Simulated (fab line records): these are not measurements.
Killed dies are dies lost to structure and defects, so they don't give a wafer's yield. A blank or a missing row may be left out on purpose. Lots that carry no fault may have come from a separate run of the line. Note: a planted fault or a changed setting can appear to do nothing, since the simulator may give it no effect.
Comparing a struck lot with a sound one / flow sky130 / 22 out of 708 route steps
Sound: these wafers, L469.2, L469.5, L469.6. Struck: wafers L476.1, L476.2, L476.6. The cause is named last.
At each step with rows: each side's tool, then ch and its chambers, then its first start. Under that, the readings that differ: sound wafers / struck wafers / difference of the means / sigmas: that difference in standard deviations of wafers without a fault.
alike: same words and numbers on both sides, and readings whose means sit less than 2 such deviations apart. not compared: any withheld reading, any reading some wafer has no value for, any bound like >300 that may hide the same value, and any number with overlapping values for which the record gives no deviation.
Wherever a step has rows on one side only, a row that says differs or no value, or a row with sigmas, the two part there. Non-overlapping numbers with no deviation appear without sigmas and do not part them. A reading missing from all wafers of one side parts the sides only when that side holds two or more wafers.

first, 5 steps without rows for these wafers: SKY_POLY_CUT_COAT_03 (resist thk 450 nm); SKY_POLY_CUT_SOFTBAKE_04 (time 90 s); SKY_POLY_CUT_EXPOSE_05 (exposes mask NPCM, target cd 270 nm); SKY_POLY_CUT_PEB_06; SKY_POLY_CUT_DEVELOP_07 (develop time 60 s).
SKY_POLY_CUT_CD_MEAS_08: target cd 270 nm.
  sound on cdSem-01, day 28 11:34; struck on cdSem-01, day 30 12:05
reading=cdNm (nm); sound=270.0 268.6 270.9; struck=272.1 272.7 274.7; difference=+3.3; sigmas=+2
SKY_POLY_CUT_OVL_MEAS_09:
  sound on overlay-02, day 28 11:40; struck on overlay-02, day 30 12:13
  alike: POLY_CUT_OVL
SKY_POLY_CUT_ETCH_10: etches BARC in N2/H2, stops on SiO2, time 45.9 s, target depth 60 nm.
  sound on rieDiel-01 ch 0,1,2, day 28 11:42; struck on rieDiel-04 ch 0,1,3, day 30 12:15
  alike: drypumpMotorCurrentA, oesProductAu, throttleValvePct
  not compared: rfHoursCounterH
SKY_POLY_CUT_ETCH_11: etches Si3N4 in CF4/CH2F2/Ar, stops on poly-Si, time 42.5 s, target depth 60 nm.
  sound on rieDiel-01 ch 0,1,2, day 28 11:44; struck on rieDiel-04 ch 0,1,3, day 30 12:17
reading=throttleValvePct (%); sound=14.973 14.986 14.976; struck=14.997 15.005 14.996; difference=+0.021; sigmas=+2
  alike: drypumpMotorCurrentA, oesProductAu
  not compared: rfHoursCounterH
SKY_POLY_CUT_STRIP_12: strips in O2/N2.
  sound on plasmaAsher-02 ch 0,1, day 28 11:47; struck on plasmaAsher-02 ch 0,1, day 30 12:20
  alike: drypumpMotorCurrentA, oesProductAu, stripTimeToEndpointS
  not compared: rfHoursCounterH
then, 2 steps without rows for these wafers: SKY_SD_P_DEHYDRATE_00 (time 60 s); SKY_SD_P_HMDS_01 (prime time 60 s).
SKY_SD_P_COAT_02: resist thk 1140 nm.
  sound on lithoTrack-04 ch 0, day 29 01:41; struck on lithoTrack-03 ch 0, day 31 02:21
reading=model.NOVOLAK_of_SD_P_COAT_02.thkNm (nm); sound=1135 1134 1137; struck=547.2 548.2 548.5; difference=-587.4; sigmas=
  alike: spinSpeedRpm
then, 3 steps without rows for these wafers: SKY_SD_P_SOFTBAKE_03 (time 60 s); SKY_SD_P_EXPOSE_04 (exposes mask PSDM, target cd 380 nm); SKY_SD_P_PEB_05.
SKY_SD_P_DEVELOP_06: develop time 60 s.
  sound on lithoTrack-03 ch 0, day 29 15:31; struck on lithoTrack-03 ch 0, day 31 16:30
reading=model.NOVOLAK_of_SD_P_COAT_02.thkNm (nm); sound=1135 1134 1137; struck=546.8 547.8 548.1; difference=-587.8; sigmas=
SKY_SD_P_CD_MEAS_07: target cd 380 nm.
  sound on cdSem-02, day 29 15:40; struck on cdSem-02, day 31 16:39
reading=cdNm (nm); sound=379.3 378.7 379.2; struck=461.5 463.1 457.4; difference=+81.6; sigmas=+31
SKY_SD_P_OVL_MEAS_08:
  sound on overlay-02, day 29 15:47; struck on overlay-01, day 31 16:46
  alike: SD_P_OVL
next, for these wafers, 1 step has no rows: SKY_SD_P_IMPLANT_09.
SKY_SD_P_STRIP_10: strips in O2/N2.
  sound on plasmaAsher-03 ch 0,1, day 29 15:58; struck on plasmaAsher-03 ch 0,1, day 31 16:58
reading=oesProductAu (a.u.); sound=0.617 0.616 0.620; struck=0.529 0.527 0.530; difference=-0.089; sigmas=-20
reading=stripTimeToEndpointS (s); sound=17.47 17.44 17.49; struck=10.71 10.71 10.73; difference=-6.75; sigmas=-99 or more
  alike: drypumpMotorCurrentA
  not compared: rfHoursCounterH
SKY_SD_P_TW_MEAS_11:
  sound on filmMetro-01, day 29 16:04; struck on filmMetro-03, day 31 17:04
  alike: SD_P_TW

== WHERE THEY PART ==
Earliest at SKY_POLY_CUT_CD_MEAS_08; latest, in this record, at SKY_SD_P_STRIP_10. Later steps at which nothing parts them and some readings are alike: SKY_SD_P_TW_MEAS_11.

WHY: the cause the simulator had injected
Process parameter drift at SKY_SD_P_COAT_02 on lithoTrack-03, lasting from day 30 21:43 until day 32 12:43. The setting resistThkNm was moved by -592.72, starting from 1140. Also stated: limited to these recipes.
